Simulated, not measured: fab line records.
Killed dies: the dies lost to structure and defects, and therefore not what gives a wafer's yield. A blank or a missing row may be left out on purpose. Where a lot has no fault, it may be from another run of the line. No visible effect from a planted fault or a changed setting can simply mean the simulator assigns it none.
fab line records	flow gf180mcu
record lots=15	wafers=45	last-day=34
route steps=602 shown V2@397 M4@460 V4@490
lots with no fault: from the same line, run without faults
start-h: the number of hours between the record's first day and the start of the first shown wafer of the lot	wait-h: hours from the lot's prior step to this one	" unchanged from the row above	L1.1+2: a row that stands for several wafers	- no value present, or no start provided	* or withheld: withheld	< > ~ a bound
route shown NAME@n: names a module that has steps shown in the file, with the first one's number in the route	usual: average and standard deviation across the fault-free wafers	same: alike in all rows	chamber/n: place in a boat	sites: each site's reading	_std_site: the values' standard deviation	_edge_site: outer sites' mean less inner sites'	radius-mm: how far each site lies from the wafer's centre	mask NAME#n: copy n	behind: the most recent tool/chamber to have shaped the wafer	hold: what put the lot on hold/how long, in hours/how the hold closed	device: which transistor (n, p or np) failed to switch	end of line: at the end of the route, the tests of the same wafers	for a step that has no rows: nothing shown but its recipe	killed: the dies lost at the first sort to structure and to defects; this is not the yield of the wafer	map: shows each die of a wafer: x if killed, . if not, _ if none is there
set.NAME: setting as actually run; set.NAME@STEP: the setting as run at that earlier step	model.NAME: the simulator's own value behind a step, which no gauge read
one table for each step of the route and one row for each wafer, over a sample of lots
services: the hour from which a tool's chamber was out of use, counted from the record's first day as start-h (under 0 if before that day), plus the number of hours and why
## steps
# step GF_V2_OVL_MEAS_15
# usual V2_OVL=1/5.5
lot.wafer	tool	chamber	start-h	wait-h	V2_OVL[nm]
L465.2	overlay-01	-	454.57	0.1	-3
L465.4	"	-	"	"	-1
L465.6	"	-	"	"	1
L467.3	overlay-01	-	483.12	0.1	4
L467.5	"	-	"	"	2
L467.6	"	-	"	"	4
L468.1	overlay-01	-	496.68	0.1	-6
L468.2	"	-	"	"	-2
L468.4	"	-	"	"	-1
L470.3	overlay-01	-	514.29	0.1	5
L470.4	"	-	"	"	11
L470.5	"	-	"	"	3
L471.2	overlay-01	-	522.89	0.1	-4
L471.4	"	-	"	"	9
L471.6	"	-	"	"	2
L474.1	overlay-01	-	542.46	0.1	3
L474.4	"	-	"	"	-9
L474.5	"	-	"	"	-3
L475.1	overlay-01	-	548.68	0.1	-7
L475.4	"	-	"	"	2
L475.5	"	-	"	"	2
L476.1	overlay-01	-	558.48	0.1	8
L476.2	"	-	"	"	-1
L476.4	"	-	"	"	-2
L482.1	overlay-01	-	606.48	0.1	-2
L482.2	"	-	"	"	-7
L482.6	"	-	"	"	-3
L483.1	overlay-01	-	616.18	0.1	-11
L483.2	"	-	"	"	-3
L483.6	"	-	"	"	3
L484.1	overlay-01	-	620.28	0.1	4
L484.3	"	-	"	"	7
L484.5	"	-	"	"	16
L485.1	overlay-01	-	630.33	0.1	-2
L485.4	"	-	"	"	1
L485.6	"	-	"	"	3
L486.1	overlay-02	-	637.08	0.1	6
L486.4	"	-	"	"	10
L486.6	"	-	"	"	9
L487.1	overlay-02	-	641.25	0.1	-1
L487.4	"	-	"	"	1
L487.5	"	-	"	"	5
L488.2	overlay-01	-	644.62	0.1	3
L488.3	"	-	"	"	1
L488.4	"	-	"	"	0
# step GF_M4_SPUTTER_04
# recipe material=TiN	target-thk-nm=50	power-w=6500	time-s=41.7	chamber-pressure-pa=0.4
# usual throttle-valve-pct=29.3/1
lot.wafer	tool	chamber	start-h	wait-h	throttle-valve-pct
L465.2	pvd-sputter-01	-	507.24	0.0	29.4
L465.4	"	-	"	"	30.3
L465.6	"	-	"	"	29.3
L467.3	pvd-sputter-01	-	535.15	0.0	28.8
L467.5	"	-	"	"	27.2
L467.6	"	-	"	"	30.3
L468.1	pvd-sputter-02	-	547.90	0.0	28.4
L468.2	"	-	"	"	29.0
L468.4	"	-	"	"	29.8
L470.3	pvd-sputter-02	-	563.35	0.0	29.7
L470.4	"	-	"	"	29.0
L470.5	"	-	"	"	29.7
L471.2	pvd-sputter-02	-	571.96	0.0	29.1
L471.4	"	-	"	"	29.9
L471.6	"	-	"	"	28.9
L474.1	pvd-sputter-01	-	590.15	0.0	27.5
L474.4	"	-	"	"	30.4
L474.5	"	-	"	"	29.0
L475.1	pvd-sputter-03	-	597.31	0.0	28.9
L475.4	"	-	"	"	28.8
L475.5	"	-	"	"	29.4
L476.1	pvd-sputter-01	-	606.65	0.0	29.3
L476.2	"	-	"	"	30.2
L476.4	"	-	"	"	28.8
L482.1	pvd-sputter-01	-	652.46	0.0	29.0
L482.2	"	-	"	"	27.3
L482.6	"	-	"	"	28.7
L483.1	pvd-sputter-01	-	660.68	0.0	30.4
L483.2	"	-	"	"	27.5
L483.6	"	-	"	"	29.3
L484.1	pvd-sputter-02	-	664.86	0.0	29.1
L484.3	"	-	"	"	29.8
L484.5	"	-	"	"	29.1
L485.1	pvd-sputter-01	-	673.97	0.0	27.2
L485.4	"	-	"	"	27.5
L485.6	"	-	"	"	30.3
L486.1	pvd-sputter-01	-	680.02	0.0	27.6
L486.4	"	-	"	"	27.0
L486.6	"	-	"	"	29.3
L487.1	pvd-sputter-01	-	683.96	0.0	27.3
L487.4	"	-	"	"	27.6
L487.5	"	-	"	"	30.6
L488.2	pvd-sputter-01	-	686.74	0.0	27.7
L488.3	"	-	"	"	30.6
L488.4	"	-	"	"	29.3
# step GF_V4_CD_MEAS_14
# recipe target-cd-nm=260
# usual cd-nm=259.9/1.3
lot.wafer	tool	chamber	start-h	wait-h	cd-nm
L465.2	cd-sem-01	-	554.21	0.1	260.1
L465.4	"	-	"	"	259.3
L465.6	"	-	"	"	260.7
L467.3	cd-sem-01	-	580.70	0.1	258.9
L467.5	"	-	"	"	258.7
L467.6	"	-	"	"	258.8
L468.1	cd-sem-02	-	591.84	0.1	259.0
L468.2	"	-	"	"	259.0
L468.4	"	-	"	"	258.6
L470.3	cd-sem-02	-	607.28	0.1	260.4
L470.4	"	-	"	"	259.1
L470.5	"	-	"	"	258.4
L471.2	cd-sem-02	-	615.66	0.1	260.3
L471.4	"	-	"	"	260.0
L471.6	"	-	"	"	260.3
L474.1	cd-sem-02	-	632.56	0.1	261.1
L474.4	"	-	"	"	261.8
L474.5	"	-	"	"	261.1
L475.1	cd-sem-02	-	639.46	0.1	260.5
L475.4	"	-	"	"	261.0
L475.5	"	-	"	"	262.4
L476.1	cd-sem-02	-	647.01	0.1	260.0
L476.2	"	-	"	"	259.8
L476.4	"	-	"	"	259.2
L482.1	cd-sem-02	-	691.78	0.1	259.6
L482.2	"	-	"	"	259.8
L482.6	"	-	"	"	259.6
L483.1	cd-sem-02	-	700.31	0.1	262.2
L483.2	"	-	"	"	263.0
L483.6	"	-	"	"	262.6
L484.1	cd-sem-02	-	704.38	0.1	259.3
L484.3	"	-	"	"	260.2
L484.5	"	-	"	"	260.6
L485.1	cd-sem-01	-	712.36	0.1	257.1
L485.4	"	-	"	"	256.8
L485.6	"	-	"	"	256.1
L486.1	cd-sem-02	-	718.59	0.1	261.1
L486.4	"	-	"	"	261.4
L486.6	"	-	"	"	261.2
L487.1	cd-sem-02	-	722.19	0.1	260.0
L487.4	"	-	"	"	260.3
L487.5	"	-	"	"	259.3
L488.2	cd-sem-02	-	724.66	0.1	262.0
L488.3	"	-	"	"	260.6
L488.4	"	-	"	"	260.4
# step GF_V4_CVD_23
# recipe material=W	target-thk-nm=350	time-s=104.9	temp-c=400	pressure-torr=40
# usual chamber-pressure-Torr=40.01/0.086	heater-power-outer-w=487/63	heater-power-w=809/100
lot.wafer	tool	chamber	start-h	wait-h	chamber-pressure-Torr	heater-power-outer-w	heater-power-w	since-wet-clean-h
L465.2	cvd-w-02	1	555.10	0.0	40.01	445	766	151
L465.4	"	1	"	"	40.03	464	766	-
L465.6	"	1	"	"	40.06	444	779	-
L467.3	cvd-w-01	1	581.71	0.1	40.01	402	678	-
L467.5	"	1	"	"	39.83	395	668	-
L467.6	"	0	"	"	40.03	561	970	-
L468.1	cvd-w-01	0	593.26	0.0	40.08	569	962	688
L468.2	"	1	"	"	40.06	394	664	688
L468.4	"	0	"	"	39.94	565	960	-
L470.3	cvd-w-02	1	608.30	0.1	39.96	455	768	-
L470.4	"	0	"	"	40.00	503	831	-
L470.5	"	0	"	"	39.89	511	821	-
L471.2	cvd-w-01	1	616.67	0.0	40.08	397	643	711
L471.4	"	0	"	"	40.03	595	935	-
L471.6	"	0	"	"	40.16	571	943	-
L474.1	cvd-w-02	0	633.49	0.0	-	-	-	-
L474.4	"	1	"	"	-	-	-	-
L474.5	"	1	"	"	-	-	-	-
L475.1	cvd-w-02	0	640.38	0.0	-	-	-	-
L475.4	"	0	"	"	-	-	-	-
L475.5	"	0	"	"	-	-	-	-
L476.1	cvd-w-01	1	647.93	0.0	-	-	-	-
L476.2	"	0	"	"	-	-	-	-
L476.4	"	1	"	"	-	-	-	-
L482.1	cvd-w-02	0	693.04	0.0	40.00	507	816	289
L482.2	"	1	"	"	39.92	453	779	289
L482.6	"	1	"	"	40.02	457	779	-
L483.1	cvd-w-02	1	701.26	0.0	40.09	450	777	297
L483.2	"	0	"	"	40.08	514	817	297
L483.6	"	1	"	"	40.12	447	765	-
L484.1	cvd-w-01	0	705.33	0.0	40.04	569	944	800
L484.3	"	1	"	"	40.06	401	657	-
L484.5	"	0	"	"	40.24	583	980	-
L485.1	cvd-w-01	1	713.29	0.0	40.03	401	678	808
L485.4	"	1	"	"	40.04	430	683	-
L485.6	"	1	"	"	39.96	409	681	-
L486.1	cvd-w-02	0	719.55	0.0	40.10	500	832	316
L486.4	"	1	"	"	39.85	445	765	-
L486.6	"	1	"	"	39.92	449	769	-
L487.1	cvd-w-02	0	723.12	0.0	39.96	503	827	319
L487.4	"	1	"	"	40.01	454	771	-
L487.5	"	1	"	"	40.01	448	775	-
L488.2	cvd-w-01	0	725.56	0.0	39.97	571	962	820
L488.3	"	1	"	"	39.94	419	665	-
L488.4	"	0	"	"	39.93	572	927	-
# step GF_V4_RS_MEAS_24
# recipe thk-meas-gauge=four-point-probe	reads=W_of_V4_CVD_23+TiN_of_V4_SPUTTER_22+Ti_of_V4_SPUTTER_21
# usual V4_W_RS=0.327/0.0034
lot.wafer	tool	chamber	start-h	wait-h	V4_W_RS[ohm/sq]
L465.2	film-metro-01	-	555.24	0.1	0.324
L465.4	"	-	"	"	0.327
L465.6	"	-	"	"	0.331
L467.3	film-metro-02	-	581.82	0.1	0.331
L467.5	"	-	"	"	0.330
L467.6	"	-	"	"	0.333
L468.1	film-metro-02	-	593.37	0.1	0.330
L468.2	"	-	"	"	0.328
L468.4	"	-	"	"	0.326
L470.3	film-metro-02	-	608.42	0.1	0.324
L470.4	"	-	"	"	0.322
L470.5	"	-	"	"	0.322
L471.2	film-metro-02	-	616.81	0.1	0.326
L471.4	"	-	"	"	0.330
L471.6	"	-	"	"	0.329
L474.1	film-metro-03	-	633.60	0.1	43.382
L474.4	"	-	"	"	43.677
L474.5	"	-	"	"	43.929
L475.1	film-metro-01	-	640.49	0.1	42.397
L475.4	"	-	"	"	42.890
L475.5	"	-	"	"	43.027
L476.1	film-metro-01	-	648.04	0.1	43.205
L476.2	"	-	"	"	43.787
L476.4	"	-	"	"	43.320
L482.1	film-metro-01	-	693.16	0.1	0.328
L482.2	"	-	"	"	0.328
L482.6	"	-	"	"	0.328
L483.1	film-metro-01	-	701.37	0.1	0.329
L483.2	"	-	"	"	0.327
L483.6	"	-	"	"	0.329
L484.1	film-metro-03	-	705.45	0.1	0.323
L484.3	"	-	"	"	0.328
L484.5	"	-	"	"	0.327
L485.1	film-metro-01	-	713.40	0.1	0.324
L485.4	"	-	"	"	0.326
L485.6	"	-	"	"	0.330
L486.1	film-metro-03	-	719.66	0.1	0.330
L486.4	"	-	"	"	0.329
L486.6	"	-	"	"	0.330
L487.1	film-metro-01	-	723.24	0.1	0.328
L487.4	"	-	"	"	0.334
L487.5	"	-	"	"	0.329
L488.2	film-metro-03	-	725.69	0.1	0.320
L488.3	"	-	"	"	0.318
L488.4	"	-	"	"	0.323
# step GF_V4_THK_MEAS_25
# recipe thk-meas-gauge=xrf	reads=W_of_V4_CVD_23
# usual V4_W_THK=358/6.4
lot.wafer	tool	chamber	start-h	wait-h	V4_W_THK[nm]
L465.2	film-metro-01	-	555.35	0.1	355
L465.4	"	-	"	"	352
L465.6	"	-	"	"	346
L467.3	film-metro-02	-	581.92	0.1	357
L467.5	"	-	"	"	360
L467.6	"	-	"	"	358
L468.1	film-metro-02	-	593.49	0.1	361
L468.2	"	-	"	"	362
L468.4	"	-	"	"	366
L470.3	film-metro-02	-	608.52	0.1	365
L470.4	"	-	"	"	369
L470.5	"	-	"	"	367
L471.2	film-metro-02	-	616.92	0.1	363
L471.4	"	-	"	"	358
L471.6	"	-	"	"	358
L474.1	film-metro-03	-	633.72	0.1	<0
L474.4	"	-	"	"	<0
L474.5	"	-	"	"	<0
L475.1	film-metro-01	-	640.61	0.1	<0
L475.4	"	-	"	"	<0
L475.5	"	-	"	"	<0
L476.1	film-metro-01	-	648.16	0.1	<0
L476.2	"	-	"	"	-
L476.4	"	-	"	"	<0
L482.1	film-metro-01	-	693.28	0.1	352
L482.2	"	-	"	"	352
L482.6	"	-	"	"	353
L483.1	film-metro-01	-	701.49	0.1	346
L483.2	"	-	"	"	349
L483.6	"	-	"	"	346
L484.1	film-metro-03	-	705.57	0.1	362
L484.3	"	-	"	"	357
L484.5	"	-	"	"	359
L485.1	film-metro-01	-	713.52	0.1	352
L485.4	"	-	"	"	349
L485.6	"	-	"	"	347
L486.1	film-metro-03	-	719.78	0.1	357
L486.4	"	-	"	"	358
L486.6	"	-	"	"	354
L487.1	film-metro-01	-	723.36	0.1	353
L487.4	"	-	"	"	351
L487.5	"	-	"	"	352
L488.2	film-metro-03	-	725.80	0.1	368
L488.3	"	-	"	"	373
L488.4	"	-	"	"	365
# step GF_V4_CMP_26
# recipe stop-on=SiO2	down-force-psi=3.5	platen-rpm=60	t-overpolish-s=15	target-thk-nm=0	pad-velocity-m-s=0.94248
# usual motor-current-A=10.9/0.87	time-to-endpoint-s=83/3.5
lot.wafer	tool	chamber	start-h	wait-h	motor-current-A	time-to-endpoint-s
L465.2	cmp-02	0	555.40	0.0	10.4	85
L465.4	"	1	"	"	10.3	84
L465.6	"	1	"	"	10.3	80
L467.3	cmp-02	2	582.06	0.1	10.9	79
L467.6	"	0	"	"	10.2	84
L467.5	"	1	"	"	10.5	81
L468.1	cmp-01	0	593.55	0.1	12.1	76
L468.2	"	2	"	"	11.8	87
L468.4	"	3	"	"	9.9	84
L470.4	cmp-01	3	608.61	0.1	9.8	87
L470.3	"	0	"	"	12.2	83
L470.5	"	3	"	"	9.2	84
L471.2	cmp-02	0	617.03	0.1	10.6	88
L471.4	"	1	"	"	10.4	84
L471.6	"	1	"	"	10.5	83
L474.1	cmp-01	3	633.78	0.1	9.5	4
L474.4	"	0	"	"	12.6	1
L474.5	"	0	"	"	11.9	0
L475.4	cmp-01	1	640.72	0.1	11.5	5
L475.1	"	2	"	"	11.4	4
L475.5	"	1	"	"	11.6	1
L476.4	cmp-01	3	648.22	0.0	9.9	3
L476.2	"	0	"	"	11.9	0
L476.1	"	1	"	"	11.5	4
L482.1	cmp-01	3	693.39	0.1	10.0	86
L482.2	"	1	"	"	11.8	89
L482.6	"	3	"	"	9.3	86
L483.1	cmp-01	2	701.55	0.1	11.9	86
L483.2	"	0	"	"	12.5	79
L483.6	"	3	"	"	9.9	85
L484.3	cmp-01	0	705.63	0.0	12.3	75
L484.1	"	1	"	"	11.0	86
L484.5	"	0	"	"	12.3	74
L485.1	cmp-02	0	713.58	0.1	10.8	83
L485.4	"	1	"	"	10.3	80
L485.6	"	1	"	"	10.6	81
L486.1	cmp-01	2	719.84	0.1	11.6	84
L486.4	"	0	"	"	12.0	82
L486.6	"	2	"	"	11.7	84
L487.4	cmp-01	3	723.42	0.0	10.4	80
L487.1	"	2	"	"	11.9	85
L487.5	"	3	"	"	9.3	82
L488.3	cmp-02	1	725.85	0.0	10.5	87
L488.4	"	2	"	"	10.8	83
L488.2	"	0	"	"	10.6	88
## services
tool	chamber	start-h	hours	kind
pvd-sputter-01	-	497.76	3.2	repair
cmp-02	-	501.17	1.5	repair
pvd-sputter-02	-	508.32	3.8	repair
pvd-sputter-01	-	514.59	2.9	repair
pvd-sputter-03	-	535.00	60.1	repair
cvd-w-01	1	538.32	1.2	repair
pvd-sputter-01	-	539.82	2.8	repair
pvd-sputter-03	-	566.19	1.2	repair
cmp-02	-	568.09	4.8	pm
cmp-01	-	572.08	4.0	pm
cmp-01	-	575.08	2.5	repair
cmp-01	-	576.08	-	consumable-replace:conditioner
cmp-01	-	576.08	-	consumable-replace:pad
pvd-sputter-01	3	578.25	-	consumable-replace:kit
pvd-sputter-01	3	578.25	18.0	scheduled-down
pvd-sputter-01	3	578.25	18.0	vent-cycle
pvd-sputter-02	-	580.18	5.9	repair
pvd-sputter-03	-	597.70	2.3	repair
cvd-w-01	1	629.30	7.2	repair
cmp-01	-	635.22	3.5	repair
cmp-01	-	653.23	6.7	repair
cmp-02	-	687.09	3.7	repair
pvd-sputter-02	-	711.23	4.6	repair
pvd-sputter-01	-	715.87	4.1	repair
## key
first-sign step=GF_V4_CVD_23	reading=tool-record	direction=missing
effect step=GF_V4_RS_MEAS_24	reading=V4_W_RS	direction=up	sigmas=99+	usual=0.327	struck=43.290
effect step=GF_V4_THK_MEAS_25	reading=V4_W_THK	direction=down	sigmas=56	usual=358	struck=<0
effect step=GF_V4_CMP_26	reading=time-to-endpoint-s	direction=down	sigmas=23	usual=*	struck=*
met-at GF_V4_CVD_23
struck-lots L474,L475,L476
later-rows-left-out L474.1,L474.4,L474.5,L475.1,L475.4,L475.5,L476.1,L476.2,L476.4
sort-left-out L474.1,L474.4,L474.5,L475.1,L475.4,L475.5,L476.1,L476.2,L476.4
not-acting-at GF_V2_OVL_MEAS_15,GF_M4_SPUTTER_04,GF_V4_CD_MEAS_14
onset-between 616.67 633.49
fault kind=skipped-step-whole	tool=cvd-w-01,cvd-w-02	chamber=-	onset-h=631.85	steps=GF_V4_CVD_23	scope=struck-lots-only
# sort-left-out: the simulated sort isn't trusted on such a fault, so these wafers' sort isn't shown, and their yield isn't known
# later-rows-left-out: the simulator's readings of these wafers behind a module that went badly wrong aren't trusted and aren't shown, but for the sort
